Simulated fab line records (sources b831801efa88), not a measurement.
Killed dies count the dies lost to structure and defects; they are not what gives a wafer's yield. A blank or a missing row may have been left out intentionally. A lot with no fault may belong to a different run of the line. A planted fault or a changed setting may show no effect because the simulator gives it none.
fab line records	flow sky130
record: lots: 11	wafers: 33	last_day: 50
route steps=708 shown METAL4@635 VIA4@651 METAL5@676 PAD_OPEN@708
lots with no fault: from the same line, run without faults
start_h: hours from the record's opening day to when the first of the lot's shown wafers began	wait_h: how many hours have passed since the lot's step before this one	" identical to the entry in the row above	L1.1+2: several wafers, shown together as one row	- either no value or no given start	* or withheld: withheld	< > ~ a bound
route shown NAME@n: a module of which the file shows steps, and the number in the route of the first	usual: average and standard deviation across the fault-free wafers	same: alike in all rows	chamber/n: place in a boat	sites: the reading at each site	_std_site: the standard deviation of these	_edge_site: inner sites' mean taken away from outer sites' mean	radius_mm: how far each site lies from the wafer's centre	mask NAME#n: copy n	behind: the last tool/chamber to shape the wafer	hold: why the lot went on hold/how many hours it stayed there/how the hold came to an end	device: which transistor (n, p or np) failed to switch	end of line: tests run on the same wafers once the route is complete	a step given without rows: its recipe and nothing more	killed: the dies lost at the first sort to structure and to defects; this is not the yield of the wafer	map: shows each die of a wafer: x if killed, . if not, _ if none is there
set.NAME: the run value of the setting; set.NAME@STEP: its run value at that earlier step	model.NAME: the simulator's own value behind a step, which no gauge read
one table for each step of the route and one row for each wafer, over a sample of lots
services: when a tool's chamber went out of use (start_h, in hours from the record's first day, below 0 if earlier), for how many hours, and the reason
== steps ==
step: SKY_METAL4_STRIP_19
recipe: chemistry: O2/N2	power_w: 1400	pressure_mtorr: 1500	platen_temp_c: withheld	o2_flow_sccm: 3000	n2_flow_sccm: 300	overash_fraction: 0.5
usual: chamber_pressure_mTorr: 1500.3/1.3	drypump_motor_current_A: 5.7/0.53	oes_product_au: 0.504/0.0053	strip_time_to_endpoint_s: 6.57/0.07
lot.wafer	tool	chamber	start_h	wait_h	chamber_pressure_mTorr	drypump_motor_current_A	oes_product_au	rf_hours_counter_h	strip_time_to_endpoint_s
L260.2	plasma_asher-01	0	977.28	0.1	1499.1	6.4	0.498	24	6.62
L260.4	"	1	"	"	1499.4	5.0	0.494	-	6.62
L260.5	"	1	"	"	1501.7	5.0	0.502	-	6.67
L262.2	plasma_asher-04	0	987.01	0.1	1501.8	5.9	0.516	119	6.68
L262.4	"	1	"	"	1500.2	5.0	0.497	-	6.64
L262.5	"	1	"	"	1500.5	5.0	0.504	-	6.62
L266.1	plasma_asher-03	0	1016.76	0.1	1500.1	5.9	0.494	89	6.49
L266.2	"	1	"	"	1502.8	5.6	0.507	89	6.73
L266.5	"	0	"	"	1498.7	5.9	0.505	-	6.53
L269.4	plasma_asher-03	0	1048.34	0.1	1501.0	5.9	0.505	-	6.56
L269.5	"	0	"	"	1500.1	5.9	0.494	-	6.51
L269.6	"	1	"	"	1500.1	5.6	0.504	-	6.61
L270.2	plasma_asher-03	0	1061.59	0.1	1500.1	5.9	0.504	93	6.47
L270.5	"	1	"	"	1500.3	5.6	0.506	-	6.63
L270.6	"	0	"	"	1500.0	5.9	0.510	-	6.56
L277.1	plasma_asher-04	1	1096.32	0.3	1502.0	5.0	0.501	3	6.55
L277.3	"	0	"	"	1497.8	5.9	0.506	-	6.64
L277.4	"	1	"	"	1498.8	4.9	0.506	-	6.57
L276.1	plasma_asher-01	1	1097.79	0.3	1500.4	5.0	0.509	36	6.53
L276.4	"	1	"	"	1498.5	5.0	0.502	-	6.50
L276.6	"	1	"	"	1499.9	5.0	0.502	-	6.56
L279.1	plasma_asher-04	1	1104.54	0.3	1499.7	4.9	0.498	4	6.56
L279.3	"	1	"	"	1498.5	5.0	0.509	-	6.56
L279.5	"	1	"	"	1499.6	4.9	0.499	-	6.58
L281.3	plasma_asher-03	1	1114.48	0.1	1499.9	5.6	0.502	-	6.71
L281.4	"	0	"	"	1500.4	5.9	0.511	-	6.56
L281.5	"	0	"	"	1500.1	5.9	0.506	-	6.70
L282.2	plasma_asher-01	0	1119.79	0.1	1499.9	6.4	0.505	38	6.56
L282.3	"	1	"	"	1501.5	5.0	0.509	-	6.58
L282.4	"	0	"	"	1500.3	6.4	0.514	-	6.69
L283.1	plasma_asher-03	0	1120.68	0.1	1500.0	5.9	0.504	99	6.57
L283.3	"	0	"	"	1499.5	5.9	0.504	-	6.53
L283.5	"	1	"	"	1499.4	5.7	0.509	-	6.59
step: SKY_VIA4_ETCH_12
recipe: target: SiO2	chemistry: C4F8/O2/Ar	stop_on: TiN	mask_material: NOVOLAK	source_w: 1500	bias_w: 1200	pressure_mtorr: 40	c4f8_flow_sccm: withheld	O2_flow_sccm: 6	Ar_flow_sccm: 300	time_s: withheld	target_depth_a: 5800
usual: oes_product_au: 0.926/0.0049
lot.wafer	tool	chamber	start_h	wait_h	oes_product_au
L260.2	rie_diel-02	2	1001.30	0.0	0.925
L260.4	"	0	"	"	0.924
L260.5	"	0	"	"	0.927
L262.2	rie_diel-01	0	1010.55	0.0	0.927
L262.4	"	3	"	"	0.922
L262.5	"	1	"	"	0.917
L266.1	rie_diel-03	2	1040.57	0.0	0.933
L266.2	"	0	"	"	0.914
L266.5	"	0	"	"	0.926
L269.4	rie_diel-03	0	1071.57	0.0	0.924
L269.5	"	0	"	"	0.920
L269.6	"	1	"	"	0.934
L270.2	rie_diel-02	3	1083.32	0.0	0.929
L270.5	"	1	"	"	0.931
L270.6	"	2	"	"	0.919
L277.1	rie_diel-02	3	1116.37	0.0	0.920
L277.3	"	1	"	"	0.926
L277.4	"	0	"	"	0.929
L276.1	rie_diel-01	2	1118.65	0.0	0.917
L276.4	"	3	"	"	0.929
L276.6	"	3	"	"	0.924
L279.1	rie_diel-03	3	1125.10	0.0	0.936
L279.3	"	2	"	"	0.922
L279.5	"	1	"	"	0.923
L281.3	rie_diel-02	2	1135.22	0.0	0.920
L281.4	"	0	"	"	0.926
L281.5	"	2	"	"	0.919
L282.2	rie_diel-01	2	1139.32	0.0	0.930
L282.3	"	0	"	"	0.928
L282.4	"	1	"	"	0.932
L283.1	rie_diel-02	1	1140.52	0.0	0.935
L283.3	"	0	"	"	0.929
L283.5	"	1	"	"	0.919
step: SKY_METAL5_METAL_ETCH_15
recipe: target_depth_a: 12600	stop_on: SiO2	over_etch_frac: 0.2	time_s: 252	chemistry: Cl2/BCl3	resist_sidewall_deg: 86	pressure_mtorr: 10	icp_w: 900	bias_w: 48.5	Cl2_flow_sccm: 60	bcl3_flow_sccm: 30
usual: drypump_motor_current_A: 5.8/0.41	oes_product_au: 0.894/0.0051	throttle_valve_pct: 22.265/0.01
same: over_etch_frac: 0.2
lot.wafer	tool	chamber	start_h	wait_h	drypump_motor_current_A	oes_product_au	rf_hours_counter_h	throttle_valve_pct
L260.2	rie_metal-04	0	1026.14	0.0	5.0	0.892	4	22.258
L260.4	"	1	"	"	6.1	0.888	-	22.263
L260.5	"	0	"	"	5.0	0.893	-	22.267
L262.2	rie_metal-02	0	1033.89	0.0	6.4	0.900	3	22.269
L262.4	"	1	"	"	5.7	0.891	-	22.265
L262.5	"	1	"	"	5.7	0.892	-	22.266
L266.1	rie_metal-03	1	1063.54	0.0	5.5	0.893	18	22.268
L266.2	"	0	"	"	5.8	0.887	15	22.256
L266.5	"	0	"	"	5.8	0.897	-	22.260
L269.4	rie_metal-02	1	1093.59	0.3	5.7	0.889	-	22.267
L269.5	"	1	"	"	5.7	0.891	-	22.255
L269.6	"	1	"	"	5.7	0.900	-	22.271
L270.2	rie_metal-04	1	1104.93	0.1	6.1	0.894	-	22.269
L270.5	"	1	"	"	6.0	0.892	-	22.261
L270.6	"	1	"	"	6.1	0.890	-	22.267
L277.1	rie_metal-03	0	1137.48	0.0	5.8	0.890	18	22.269
L277.3	"	1	"	"	5.5	0.887	-	22.267
L277.4	"	0	"	"	5.8	0.891	-	22.284
L276.1	rie_metal-04	1	1140.09	0.0	6.1	0.901	18	22.265
L276.4	"	0	"	"	5.0	0.893	-	22.269
L276.6	"	1	"	"	6.1	0.894	-	22.257
L279.1	rie_metal-02	1	1145.63	0.0	5.7	0.892	25	22.270
L279.3	"	0	"	"	6.4	0.902	-	22.265
L279.5	"	0	"	"	6.4	0.895	-	22.260
L281.3	rie_metal-02	0	1154.75	0.1	6.4	0.886	-	22.248
L281.4	"	1	"	"	5.7	0.893	-	22.267
L281.5	"	0	"	"	6.4	0.889	-	22.264
L282.2	rie_metal-04	0	1158.92	0.0	4.9	0.889	12	22.259
L282.3	"	0	"	"	5.0	0.890	-	22.268
L282.4	"	1	"	"	6.1	0.889	-	22.277
L283.1	rie_metal-02	1	1160.73	0.0	5.7	0.901	27	22.286
L283.3	"	0	"	"	6.4	0.892	-	22.259
L283.5	"	0	"	"	6.4	0.893	-	22.262
step: SKY_METAL5_STRIP_16
recipe: chemistry: O2/N2	power_w: 1400	pressure_mtorr: 1500	platen_temp_c: withheld	o2_flow_sccm: 3000	n2_flow_sccm: 300	overash_fraction: 0.5
usual: chamber_pressure_mTorr: 1500.0/1.4	drypump_motor_current_A: 5.8/0.47	oes_product_au: 0.710/0.0047	strip_time_to_endpoint_s: 13.11/0.11
lot.wafer	tool	chamber	start_h	wait_h	chamber_pressure_mTorr	drypump_motor_current_A	oes_product_au	rf_hours_counter_h	strip_time_to_endpoint_s
L260.2	plasma_asher-02	0	1026.38	0.2	1499.6	6.3	0.704	55	12.97
L260.4	"	1	"	"	1499.9	5.5	0.712	-	13.21
L260.5	"	1	"	"	1498.5	5.5	0.705	-	12.92
L262.2	plasma_asher-02	0	1034.13	0.2	1502.1	6.3	0.710	56	12.90
L262.4	"	0	"	"	1500.0	6.3	0.713	-	13.01
L262.5	"	1	"	"	1500.0	5.4	0.710	-	13.06
L266.1	plasma_asher-02	1	1063.78	0.2	1499.6	5.5	0.711	59	13.14
L266.2	"	0	"	"	1497.9	6.4	0.709	59	13.25
L266.5	"	0	"	"	1498.2	6.3	0.714	-	13.19
L269.4	plasma_asher-03	1	1093.86	0.2	-	-	-	-	-
L269.5	"	0	"	"	-	-	-	-	-
L269.6	"	1	"	"	-	-	-	-	-
L270.2	plasma_asher-03	1	1105.33	0.3	-	-	-	-	-
L270.5	"	0	"	"	-	-	-	-	-
L270.6	"	1	"	"	-	-	-	-	-
L277.1	plasma_asher-03	0	1137.71	0.2	1499.3	5.9	0.712	101	13.29
L277.3	"	1	"	"	1499.1	5.6	0.711	-	13.35
L277.4	"	0	"	"	1500.4	5.9	0.713	-	13.28
L276.1	plasma_asher-03	0	1140.33	0.2	1497.8	5.9	0.707	101	13.07
L276.4	"	0	"	"	1499.1	5.9	0.704	-	12.86
L276.6	"	0	"	"	1499.7	5.9	0.709	-	13.09
L279.1	plasma_asher-01	1	1145.86	0.2	1500.2	5.0	0.702	41	13.15
L279.3	"	1	"	"	1499.2	5.0	0.714	-	13.09
L279.5	"	0	"	"	1498.7	6.4	0.710	-	13.11
L281.3	plasma_asher-03	0	1154.94	0.1	1498.0	5.9	0.708	-	13.08
L281.4	"	1	"	"	1500.4	5.6	0.704	-	13.02
L281.5	"	0	"	"	1500.1	5.9	0.710	-	13.09
L282.2	plasma_asher-02	1	1159.16	0.2	1500.5	5.4	0.705	68	12.86
L282.3	"	1	"	"	1499.2	5.5	0.715	-	12.84
L282.4	"	0	"	"	1499.7	6.3	0.708	-	13.18
L283.1	plasma_asher-03	1	1160.96	0.2	1498.5	5.7	0.716	103	13.14
L283.3	"	1	"	"	1499.4	5.6	0.709	-	13.14
L283.5	"	0	"	"	1502.7	5.9	0.710	-	13.09
step: SKY_PAD_OPEN_PROBE_99
usual: defect_limited_yield: 82.4/1.7	killed_at_M0_to_M3: 44/6.9	killed_at_M4_up: 3.3/1.7	killed_at_contacts: 24/4.7	killed_at_front_end: 15/4.5	killed_at_other: 0.2/0.49	killed_dies: 86/8.4	killed_open: 47/6.5	killed_short: 39/6	sort_bin_3_pad_short: 0.9/0.4	sort_bin_5_function: 10.4/1.5	sort_bin_6_memory: 6.3/1	sort_n_pass: 406/8.4	sort_yield_pct: 82.4/1.7
same: gross_dies: 492	killed_at_back_side: 0	sort_bin_4_leakage[%]: 0	sort_bin_8_speed[%]: 0
lot.wafer	tool	chamber	start_h	wait_h	defect_limited_yield[%]	killed_at_M0_to_M3	killed_at_M4_up	killed_at_contacts	killed_at_front_end	killed_at_other	killed_dies	killed_open	killed_short	sort_bin_3_pad_short[%]	sort_bin_5_function[%]	sort_bin_6_memory[%]	sort_n_pass	sort_yield_pct[%]
L270.2	prober-02	-	1146.87	0.1	83.9	45	3	22	9	0	79	45	34	0.8	8.7	6.5	413	83.9
L270.5	prober-02	-	1147.02	0.2	83.3	40	3	29	10	0	82	46	36	1.0	10.0	5.7	410	83.3
L270.6	prober-02	-	1147.07	0.2	84.1	30	1	29	17	1	78	52	26	0.6	9.6	5.7	414	84.1
L281.3	prober-01	-	1192.16	0.2	83.5	37	3	23	18	0	81	40	41	0.8	9.6	6.1	411	83.5
L281.4	prober-01	-	1192.21	0.2	82.5	37	5	25	19	0	86	49	37	0.8	10.4	6.3	406	82.5
L281.5	prober-01	-	1192.26	0.2	82.9	36	4	22	21	1	84	44	40	1.0	10.0	6.1	408	82.9
killed by level:class
L270.2 VIA2:geometric_particle:open=9 LI_CONTACT:geometric_particle:open=8 VIA1:geometric_particle:open=7 CONTACT:geometric_particle:open=7 VIA3:geometric_particle:open=7 METAL1:geometric_particle:short=5 VIA3:geometric_particle:short=5 VIA1:geometric_particle:short=4
L270.5 CONTACT:geometric_particle:open=10 LI_CONTACT:geometric_particle:open=8 VIA1:geometric_particle:open=8 VIA3:geometric_particle:open=8 VIA2:geometric_particle:open=5 LOCAL_INTERCONNECT:geometric_particle:short=5 METAL2:geometric_particle:short=5 VIA2:geometric_particle:short=5
L270.6 LI_CONTACT:geometric_particle:open=12 CONTACT:geometric_particle:open=10 VIA1:geometric_particle:open=7 POLY_GATE:geometric_particle:short=6 VIA2:geometric_particle:open=6 FIELD_ISO:geometric_particle:open=5 VIA3:geometric_particle:open=5 POLY_GATE:geometric_particle:open=3
L281.3 CONTACT:geometric_particle:open=12 VIA2:geometric_particle:short=7 VIA1:geometric_particle:open=5 METAL2:geometric_particle:short=5 VIA2:geometric_particle:open=5 POLY_GATE:geometric_particle:open=4 LI_CONTACT:geometric_particle:open=4 CONTACT:geometric_particle:short=4
L281.4 CONTACT:geometric_particle:open=10 VIA1:geometric_particle:open=8 FIELD_ISO:geometric_particle:short=7 VIA2:geometric_particle:open=7 VIA3:geometric_particle:open=6 FIELD_ISO:geometric_particle:open=5 VIA3:geometric_particle:short=5 LI_CONTACT:geometric_particle:open=5
L281.5 VIA1:geometric_particle:open=11 LI_CONTACT:geometric_particle:open=7 POLY_GATE:geometric_particle:open=6 CONTACT:geometric_particle:open=6 VIA2:geometric_particle:open=6 FIELD_ISO:geometric_particle:short=4 POLY_GATE:geometric_particle:short=4 CONTACT:geometric_particle:short=4
== services ==
tool	chamber	start_h	hours	kind
rie_metal-02	-	955.29	0.6	repair
rie_diel-03	3	961.84	12.6	repair
plasma_asher-02	-	967.12	12.5	repair
rie_diel-01	1	977.12	9.7	repair
rie_metal-02	1	979.04	6.5	repair
plasma_asher-02	-	979.59	2.8	pm
rie_diel-01	0	991.57	5.4	repair
rie_metal-02	0	991.75	16.0	repair
plasma_asher-02	-	1009.30	3.3	repair
plasma_asher-01	-	1015.56	2.1	repair
rie_diel-03	0	1016.69	7.1	repair
plasma_asher-01	-	1045.97	1.5	repair
plasma_asher-03	-	1048.70	0.7	repair
plasma_asher-03	-	1052.56	2.0	repair
plasma_asher-04	-	1055.25	9.0	pm
rie_metal-02	0	1082.83	14.1	repair
rie_metal-02	-	1091.49	1.4	pm
rie_metal-04	0	1092.78	32.9	repair
plasma_asher-02	-	1102.52	1.6	repair
plasma_asher-04	-	1110.06	2.8	pm
plasma_asher-03	-	1129.10	1.5	repair
rie_diel-01	2	1140.55	10.1	repair
rie_diel-03	2	1150.72	13.9	repair
plasma_asher-01	-	1151.02	0.5	repair
== key ==
first_sign: step: SKY_METAL5_STRIP_16	reading: tool_record	direction: missing
effect none on later readings
met_at SKY_METAL5_STRIP_16
struck_lots L269,L270
not_acting_at SKY_METAL4_STRIP_19,SKY_VIA4_ETCH_12,SKY_METAL5_METAL_ETCH_15
fault: kind: skipped_step_whole	tool: plasma_asher-03	chamber: -	onset_h: 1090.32	steps: SKY_METAL5_STRIP_16	scope: struck_lots_only
